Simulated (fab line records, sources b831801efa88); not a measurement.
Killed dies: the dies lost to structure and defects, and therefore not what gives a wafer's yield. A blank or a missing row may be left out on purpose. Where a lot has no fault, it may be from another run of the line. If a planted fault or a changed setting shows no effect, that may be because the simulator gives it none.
Problem report in the 8D (eight disciplines) form, filled by code / flow sky130 / the parts of the form that need people (team, actions taken, sign-off) are left out

1. WHAT WENT WRONG
Mean of heater_power_total_W at SKY_LDD_LDN_SOFTBAKE_03: 60.64 W across 6 wafers in 2 lots; on wafers with no fault it is 56.60 W (standard deviation 0.041). That is +98 standard deviations from the usual mean.
The step: time 60 s.
Seen first at day 28 03:42 on litho_track-04, wafer L843.1. The record has a number at this step for 36 wafers belonging to 12 lots. By rule, "out" or "out of limits" means more than 4 standard deviations away from the usual mean. The rest of the wafers with a number are treated as sound.

2. WHAT THIS IS AND IS NOT
question=which readings at this step | is=heater_power_total_W, plate_temp_C | is not=-
question=which lots | is=L843, L844 | is not=L827, L829, L832, L833, L834, L836, L837, L839, L840, L845
question=which wafers of those lots | is=all that have a number | is not=-
question=read on which tools | is=litho_track-04 | is not=litho_track-01, litho_track-02
question=when | is=from day 28 03:42 | is not=up to then (27 sound wafers); but 3 sound wafers of L845 came after

3. WHAT RULES OUT EACH SUSPECT
Counting: a tool at a process step up to the reading stays a suspect if it ran every lot that is out and no sound lot after the first of them.
- litho_track-04 at SKY_LDD_LDN_SOFTBAKE_03 (time 60 s): kept. It ran every lot that is out, first L843 (day 28 03:42), and no sound lot after that; its last sound lot up to then is L840 (day 27 04:05). On those wafers its own readings are out: heater_power_total_W, plate_temp_C.
The count leaves litho_track-04 at SKY_LDD_LDN_SOFTBAKE_03.

4. THE CAUSE (what the simulator had put in)
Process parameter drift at SKY_LDD_LDN_SOFTBAKE_03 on litho_track-04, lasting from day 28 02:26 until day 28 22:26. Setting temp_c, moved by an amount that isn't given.
Counting left only this tool.

5. THE CHAIN OF EFFECTS, in route order
Each row: a reading whose mean over the struck wafers that have a number lies more than 3 standard deviations from the usual. Only readings whose record carries a usual standard deviation are examined. hours: median over the lots of the time between each lot's start at the first step of this table that gives one and its start at this step. sigmas: the change, counted in usual standard deviations.
hours=0; step=SKY_LDD_LDN_SOFTBAKE_03; reading=heater_power_total_W; usual=56.60 W; on struck wafers=60.64; change=+4.04; sigmas=+98
hours=0; step=SKY_LDD_LDN_SOFTBAKE_03; reading=plate_temp_C; usual=90.01 C; on struck wafers=94.34; change=+4.33; sigmas=+36
hours=15; step=SKY_LDD_LDN_STRIP_12; reading=strip_time_to_endpoint_s; usual=14.18 s; on struck wafers=14.03; change=-0.15; sigmas=-5.1
The process steps in it:
- SKY_LDD_LDN_SOFTBAKE_03: time 60 s.
- SKY_LDD_LDN_STRIP_12: strips in O2/N2.
At these later measuring or inspecting steps, every struck wafer for which the step has a row has a number for every such reading, and none has moved that far: SKY_POLY_CUT_OVL_MEAS_09.

6. HOW IT WOULD HAVE BEEN CAUGHT EARLIER
In this record the first reading out of limits was taken at day 28 03:42, 1 hour after the fault began at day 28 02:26.
